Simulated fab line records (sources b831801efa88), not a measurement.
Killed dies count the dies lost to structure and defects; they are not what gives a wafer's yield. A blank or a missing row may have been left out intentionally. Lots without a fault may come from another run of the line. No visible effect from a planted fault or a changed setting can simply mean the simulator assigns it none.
A lot that was struck, set against a sound lot + flow sky130 + 43 steps out of a route of 708
Sound: the wafers L505.1, L505.2, L505.4. The struck wafers were L517.1, L517.5, L517.6. At the end, the cause is stated.
For every step that has rows: the tool of each side, followed by ch and its chambers, followed by its first start. Under that, the readings that differ: sound wafers + struck wafers + difference of the means + sigmas: that difference in standard deviations of wafers without a fault.
alike: a reading whose means differ by less than 2 such deviations, as well as words and numbers matching on both sides. not compared: withheld readings; readings where some wafer has no value; bounds like >300 that might hide an equal value; numbers whose values overlap and for which the record gives no deviation.
The two part at a step that has a row with sigmas, a row that says differs or no value, or rows on one side only. When numbers do not overlap yet have no deviation, they are printed without sigmas and do not part them. A reading that every wafer of one side lacks parts them only if that side has two wafers or more.

first, 3 steps without rows for these wafers: SKY_CONTACT_ETCH_16 (etches BARC in N2/H2, stops on SiO2, time 45.9 s, target depth 60 nm); SKY_CONTACT_ETCH_17 (etches SiO2 in C4F8/O2/Ar, stops on Si3N4, target depth 340 nm); SKY_CONTACT_ETCH_18 (etches Si3N4 in CHF3/O2, stops on TiN, time 39 s, target depth 75 nm).
SKY_CONTACT_STRIP_19: strips in O2/N2.
  sound on plasmaAsher-03 ch 0,1, day 33 05:11; struck on plasmaAsher-04 ch 0,1, day 37 15:05
  alike: drypumpMotorCurrentA, oesProductAu, stripTimeToEndpointS
  not compared: rfHoursCounterH
then, 3 steps without rows for these wafers: SKY_CONTACT_STRIP_20 (strips in post etch residue remover, time 1200 s); SKY_CONTACT_CLEAN_21 (cleans in IPA, time 180 s); SKY_CONTACT_CLEAN_22 (cleans in O3/DIW).
SKY_CONTACT_SPUTTER_23: material TiN, target thk 20 nm, time 80 s.
  sound: pvdSputter-03 at day 33 05:49; struck: pvdSputter-03 at day 37 15:43
  alike: throttleValvePct
then, 1 step without rows for these wafers: SKY_CONTACT_CVD_24 (deposits W, target thk 340 nm, time 102.12 s).
SKY_CONTACT_RS_MEAS_25: a four-point-probe measurement.
  sound: filmMetro-04 at day 33 05:59; struck: filmMetro-01 at day 37 15:53
  alike: CONTACT_W_RS
SKY_CONTACT_THK_MEAS_26: measures by xrf.
  sound: filmMetro-04 at day 33 06:07; struck: filmMetro-01 at day 37 16:00
  alike: CONTACT_W_THK
SKY_CONTACT_CMP_27: polishes, stops on SiO2, t overpolish 15 s, target thk 0 nm.
  sound on cmp-02 ch 1,2,3, day 33 06:13; struck on cmp-02 ch 0,3, day 37 16:04
  alike: motorCurrentA, overpolishRunS, timeToEndpointS
SKY_METAL1_SPUTTER_00: material Ti, target thk 15 nm, time 10 s.
  sound: pvdSputter-04 at day 33 06:29; struck: pvdSputter-01 at day 37 16:22
  alike: throttleValvePct
then, 1 step without rows for these wafers: SKY_METAL1_SPUTTER_01 (material TiN, target thk 20 nm, time 16.7 s).
SKY_METAL1_SPUTTER_02: material AlCu, target thk 250 nm, time 13.3 s.
  sound: pvdSputter-04 at day 33 06:32; struck: pvdSputter-01 at day 37 16:25
  alike: throttleValvePct
SKY_METAL1_SPUTTER_03: material Ti, target thk 5 nm, time 3.3 s.
  sound: pvdSputter-04 at day 33 06:34; struck: pvdSputter-01 at day 37 16:26
  alike: throttleValvePct
then, 1 step without rows for these wafers: SKY_METAL1_SPUTTER_04 (material TiN, target thk 70 nm, time 58.3 s).
SKY_METAL1_RS_MEAS_05: a four-point-probe measurement.
  sound: filmMetro-04 at day 33 06:38; struck: filmMetro-02 at day 37 16:30
  alike: METAL1_ALCU_RS
SKY_METAL1_THK_MEAS_06: measures by xrf.
  sound: filmMetro-04 at day 33 06:45; struck: filmMetro-02 at day 37 16:37
  alike: METAL1_ALCU_THK
then, 8 steps without rows for these wafers: SKY_METAL1_DEHYDRATE_07 (time 60 s); SKY_METAL1_HMDS_08 (prime time 60 s); SKY_METAL1_COAT_09 (resist thk 60 nm); SKY_METAL1_COAT_10 (resist thk 450 nm); SKY_METAL1_SOFTBAKE_11 (time 90 s); SKY_METAL1_EXPOSE_12 (exposes mask MM1, target cd 140 nm); SKY_METAL1_PEB_13; SKY_METAL1_DEVELOP_14 (develop time 60 s).
SKY_METAL1_CD_MEAS_15 targets a cd of 140 nm.
  sound: cdSem-02 at day 34 08:29; struck: cdSem-01 at day 38 18:02
  alike: cdNm
SKY_METAL1_OVL_MEAS_16:
  sound: overlay-02 at day 34 08:36; struck: overlay-02 at day 38 18:10
  alike: METAL1_OVL
then, 8 steps without rows for these wafers: SKY_METAL1_DESCUM_17 (chemistry O2, time 8 s); SKY_METAL1_ETCH_18 (etches BARC in N2/H2, stops on SiO2, time 45.9 s, target depth 60 nm); SKY_METAL1_METAL_ETCH_19 (etches the open film in Cl2/BCl3, stops on SiO2, target depth 360 nm, time 78 s); SKY_METAL1_STRIP_20 (strips in O2/N2); SKY_METAL1_STRIP_21 (strips in post etch residue remover, time 1200 s); SKY_METAL1_CLEAN_22 (cleans in IPA, time 180 s); SKY_METAL1_CLEAN_23 (cleans in O3/DIW); SKY_VIA1_HDPCVD_00 (deposits SiO2, target thk 1030 nm, time 171.7 s).
SKY_VIA1_THK_MEAS_01:
  sound: filmMetro-01 at day 34 09:32; struck: filmMetro-02 at day 38 19:05
  alike: VIA1_HDPCVD_THK
then, 1 step without rows for these wafers: SKY_VIA1_CMP_02 (polishes SiO2).
SKY_VIA1_BOW_MEAS_03:
  sound: filmMetro-01 at day 34 09:53; struck: filmMetro-03 at day 38 19:27
  alike: VIA1_BOW
then, 2 steps without rows for these wafers: SKY_VIA1_DEHYDRATE_04 (time 60 s); SKY_VIA1_HMDS_05 (prime time 60 s).
-- the record jumps here: 11 days lie between the struck wafers' starts before and after (it left off in module VIA1 and takes up again in module PAD_OPEN, whose first step shown is number 708 of the route) --
SKY_PAD_OPEN_PROBE_99:
  sound: prober-01 at day 47 00:20; struck: prober-02 at day 50 04:22
| reading                               | sound             | struck            | difference | sigmas |
|---------------------------------------|-------------------|-------------------|------------|--------|
| defectLimitedYield (%)                | 82.9 81.7 83.1    | 76.8 75.8 75.4    | -6.6       | -4     |
| killed_at_M0_to_M3                    | 46 53 46          | 75 73 68          | +24        | +3     |
| killedDies                            | 84 90 83          | 114 119 121       | +32        | +4     |
| killedOnRim                           | 17 20 17          | 33 35 30          | +15        | +4     |
| sort_bin_3_pad_short (%)              | 1.4 1.8 1.4       | 3.5 3.5 2.8       | +1.7       | +4     |
| sort_bin_6_memory (%)                 | 4.5 6.7 5.3       | 7.9 5.9 9.3       | +2.2       | +2     |
| sortNPass                             | 408 402 409       | 378 373 371       | -32        | -4     |
| sortYieldPct (%)                      | 82.9 81.7 83.1    | 76.8 75.8 75.4    | -6.6       | -4     |
| model.etest.tester.sortNPass          | 408 402 409       | 378 373 371       | -32        |        |
| model.etest.tester.sortYieldPct (%)   | 82.93 81.71 83.13 | 76.83 75.81 75.41 | -6.57      |        |
| model.etest.tester.sort_bin_5_pct (%) | 11.18 9.756 10.16 | 11.79 14.84 12.4  | +2.64      |        |
| model.etest.tester.sort_bin_3_pct (%) | 1.423 1.829 1.423 | 3.455 3.455 2.846 | +1.694     |        |
  alike: killed_at_M4_up, killedAtContacts, killedAtFrontEnd, killedAtOther, killedOpen, killedShort, sort_bin_5_function

## WHERE THEY PART
SKY_PAD_OPEN_PROBE_99 only, going by this record.

WHY: the cause the simulator had injected
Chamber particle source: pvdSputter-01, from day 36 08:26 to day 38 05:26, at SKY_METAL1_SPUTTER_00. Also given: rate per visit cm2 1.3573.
